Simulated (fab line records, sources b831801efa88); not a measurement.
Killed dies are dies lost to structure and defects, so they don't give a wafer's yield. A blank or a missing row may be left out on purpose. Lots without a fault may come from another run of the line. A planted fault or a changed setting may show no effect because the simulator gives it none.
Which tool did it? | flow sky130 | 11 lots, 33 wafers sampled, at 3 steps of a route of 708

WHAT THE GAUGES READ, wafer by wafer
SKY_VIA4_THK_MEAS_01. Usual: VIA4_HDPCVD_THK 1743 nm, standard deviation 24.
lot  | measured     | on            | VIA4_HDPCVD_THK (nm) | flag
L781 | day 42 21:27 | film_metro-01 | 1757 1771 1760       |
L782 | day 43 07:32 | film_metro-01 | 1728 1742 1755       |
L783 | day 43 15:47 | film_metro-02 | 1772 1739 1733       |
L784 | day 43 17:11 | film_metro-03 | 1691 1672 1741       |
L785 | day 43 23:47 | film_metro-02 | 1725 1793 1720       |
L786 | day 44 01:41 | film_metro-03 | 1697 1745 1743       |
L787 | day 44 04:59 | film_metro-03 | 1715 1747 1733       |
L788 | day 44 17:23 | film_metro-01 | 1726 1734 1790       |
L794 | day 45 17:10 | film_metro-03 | 2618 2588 2649       | OFF
L796 | day 46 02:44 | film_metro-02 | 2643 2625 2629       | OFF
L800 | day 47 09:44 | film_metro-02 | 1764 1744 1748       |

WHICH TOOL RAN EACH LOT (tool, then ch and the chambers of the sampled wafers, then the start)
lot  | SKY_VIA3_STRIP_16                    | SKY_VIA4_HDPCVD_00
L781 | plasma_asher-01 ch 0,1, day 40 18:22 | hdpcvd-01 ch 0,1, day 42 21:16
L782 | plasma_asher-02 ch 0,1, day 41 04:56 | hdpcvd-02 ch 1,2, day 43 07:20
L783 | plasma_asher-01 ch 1, day 41 13:56   | hdpcvd-01 ch 0,2, day 43 15:37
L784 | plasma_asher-01 ch 0,1, day 41 15:26 | hdpcvd-02 ch 0,1, day 43 17:00
L785 | plasma_asher-02 ch 0,1, day 41 22:53 | hdpcvd-02 ch 0,1, day 43 23:36
L786 | plasma_asher-01 ch 0, day 42 00:14   | hdpcvd-02 ch 0,2, day 44 01:30
L787 | plasma_asher-03 ch 0,1, day 42 03:50 | hdpcvd-01 ch 1,2, day 44 04:47
L788 | plasma_asher-01 ch 0,1, day 42 18:11 | hdpcvd-01 ch 0,1,2, day 44 17:12
L794 | plasma_asher-01 ch 0,1, day 43 17:53 | hdpcvd-01 ch 0,1, day 45 16:58
L796 | plasma_asher-02 ch 1, day 44 04:11   | hdpcvd-01 ch 0,1,2, day 46 02:34
L800 | plasma_asher-02 ch 0,1, day 45 12:32 | hdpcvd-02 ch 0,1,2, day 47 09:34
- SKY_VIA3_STRIP_16: strips in O2/N2.
- SKY_VIA4_HDPCVD_00: deposits SiO2, target thk 1750 nm, time 291.7 s.

WHAT THE TOOLS THEMSELVES READ (means of the sampled wafers that have a number; where no wafer has one, the mark that the record gives instead)
SKY_VIA3_STRIP_16. Usual: drypump_motor_current_A 5.65 A, standard deviation 0.24; oes_product_au 0.403 a.u., standard deviation 0.0045; strip_time_to_endpoint_s 4.138 s, standard deviation 0.027.
lot  | tool            | drypump_motor_current_A (A) | oes_product_au (a.u.) | strip_time_to_endpoint_s (s) | flag
L781 | plasma_asher-01 | 5.60                        | 0.401                 | 4.165                        |
L782 | plasma_asher-02 | 5.63                        | 0.402                 | 4.139                        |
L783 | plasma_asher-01 | 5.71                        | 0.401                 | 4.118                        |
L784 | plasma_asher-01 | 5.60                        | 0.405                 | 4.109                        |
L785 | plasma_asher-02 | 5.84                        | 0.402                 | 4.126                        |
L786 | plasma_asher-01 | 5.57                        | 0.405                 | 4.135                        |
L787 | plasma_asher-03 | 5.38                        | 0.400                 | 4.107                        |
L788 | plasma_asher-01 | 5.62                        | 0.403                 | 4.169                        |
L794 | plasma_asher-01 | 5.61                        | 0.401                 | 4.139                        |
L796 | plasma_asher-02 | 6.03                        | 0.401                 | 4.141                        |
L800 | plasma_asher-02 | 5.62                        | 0.405                 | 4.146                        |

SKY_VIA4_HDPCVD_00. Usual: sih4_flow_sccm 60.00 sccm, standard deviation 0.16.
lot  | tool      | sih4_flow_sccm (sccm) | flag
L781 | hdpcvd-01 | 60.25                 |
L782 | hdpcvd-02 | 59.80                 |
L783 | hdpcvd-01 | 60.00                 |
L784 | hdpcvd-02 | 59.85                 |
L785 | hdpcvd-02 | 60.11                 |
L786 | hdpcvd-02 | 59.74                 |
L787 | hdpcvd-01 | 59.99                 |
L788 | hdpcvd-01 | 60.06                 |
L794 | hdpcvd-01 | 89.92                 | OFF
L796 | hdpcvd-01 | 90.00                 | OFF
L800 | hdpcvd-02 | 60.14                 |

THE ANSWER, worked out from the rows above alone
Rule: a lot is off if the mean of its wafers that have a number lies more than 3 standard deviations from the usual mean. A lot without any number at a reading at which 4 lots or more have one is off too. The other lots that the step has rows for count as sound. The gauges are gone through in route order, then the tools' own readings, and for those a lot's mean is taken as printed above. The first step at which some lot is off is used, and at that step the reading that is off furthest; a lot without a number counts as furthest.
Off: L794, L796, at SKY_VIA4_THK_MEAS_01 (VIA4_HDPCVD_THK).
A tool fits if, at a process step before that reading, it ran every lot that is off, and no sound lot after the first of them. The gauges at SKY_VIA4_THK_MEAS_01 aren't tried: what is off there is off at SKY_VIA4_HDPCVD_00 too, on other tools, and a gauge's error can't cause that. One fits: hdpcvd-01 at SKY_VIA4_HDPCVD_00. Its last sound lot is L788 (day 44 17:12), its first lot that is off L794 (day 45 16:58): a fault that began between those two fits.
The tool's own readings at SKY_VIA4_HDPCVD_00 bear it out: on the lots that are off they differ by more than 5 times the standard deviation of the sound lots' means. sih4_flow_sccm reads 89.96 sccm there against 59.99 sccm on the sound lots.

WHAT THE SIMULATOR HAD PUT IN
Process parameter drift: hdpcvd-01, from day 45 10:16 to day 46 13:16, at SKY_VIA4_HDPCVD_00. Setting sih4_flow_sccm, moved by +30, from 60. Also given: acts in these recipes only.
Lots struck among those shown: L794, L796. The rule above found the same.
